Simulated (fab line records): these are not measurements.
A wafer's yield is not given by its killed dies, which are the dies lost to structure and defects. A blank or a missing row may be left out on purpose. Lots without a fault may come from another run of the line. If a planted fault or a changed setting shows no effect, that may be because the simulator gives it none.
Struck lot and sound lot, side by side || flow gf180mcu || 14 out of 602 route steps
Sound: these wafers, L943.1, L943.3, L943.6. The struck wafers were L939.2, L939.3, L939.4. The cause comes at the end.
Order at every step that has rows: each side's tool, ch and its chambers, its first start. Under that, the readings that differ: sound wafers || struck wafers || difference of the means || sigmas: that difference in standard deviations of wafers without a fault.
alike: readings with means less than 2 such deviations apart, plus words and numbers identical on both sides. not compared: withheld readings, readings lacking a value on some wafer, bounds such as >300 that could conceal the same value, and numbers that have no deviation in the record and whose values overlap.
Wherever a step has rows on one side only, a row that says differs or no value, or a row with sigmas, the two part there. Non-overlapping numbers with no deviation appear without sigmas and do not part them. A reading missing from all wafers of one side parts the sides only when that side holds two or more wafers.

GF_V3_THK_MEAS_01:
  sound on filmMetro-01, day 25 22:17; struck on filmMetro-02, day 24 13:00
  alike: V3_CVD_00_THK
GF_V3_CVD_02: deposits SiO2 from TEOS, target thk 850 nm, time 94.851 s.
  sound on pecvd-02 ch 0,1, day 25 22:20; struck on pecvd-03 ch 0,1, day 24 13:03
  alike: heaterPowerW, rfFwdPowerW
GF_V3_THK_MEAS_03:
  sound on filmMetro-02, day 25 22:24; struck on filmMetro-02, day 24 13:08
  alike: V3_CVD_02_THK
GF_V3_CMP_04: polishes SiO2.
  sound on cmp-01 ch 0,1,3, day 25 22:28; struck on cmp-02 ch 0,1,2, day 24 13:11
  alike: motorCurrentA, retainingRingPressureFrac, timeToEndpointS
GF_V3_BOW_MEAS_05:
  sound on filmMetro-03, day 25 22:46; struck on filmMetro-02, day 24 13:30
  alike: V3_BOW
then, 7 steps without rows for these wafers: GF_V3_DEHYDRATE_06 (time 60 s); GF_V3_HMDS_07 (prime time 60 s); GF_V3_COAT_08; GF_V3_COAT_09 (resist thk 1000 nm); GF_V3_SOFTBAKE_10 (time 60 s); GF_V3_EXPOSE_11 (exposes mask Via3, target cd 260 nm); GF_V3_PEB_12 (peb time 90 s).
GF_V3_DEVELOP_13: develop time 60 s.
  sound on lithoTrack-01 ch 0, day 26 19:24; struck on lithoTrack-01, day 25 10:10
  no value came back on the struck wafers for chillPlateTempC (C), developTimeS (s), exhaustPa (Pa); on the sound wafers chillPlateTempC (C) reads 22.87 22.95 22.99
{"reading": "model.KrF_of_V3_COAT_09.thkNm (nm)", "sound": "986.4 988.3 985.2", "struck": "1004 1003 1002", "difference": "+16", "sigmas": ""}
GF_V3_CD_MEAS_14: the cd target is 260 nm.
  sound on cdSem-01, day 26 19:33; struck on cdSem-02, day 25 10:19
{"reading": "cdNm (nm)", "sound": "256.8 257.1 258.0", "struck": "- - -", "difference": "no value on the struck wafers", "sigmas": ""}

## WHERE THEY PART
Last at GF_V3_CD_MEAS_14 as far as this record goes, first at GF_V3_DEVELOP_13.

WHY: whatever the simulator had introduced
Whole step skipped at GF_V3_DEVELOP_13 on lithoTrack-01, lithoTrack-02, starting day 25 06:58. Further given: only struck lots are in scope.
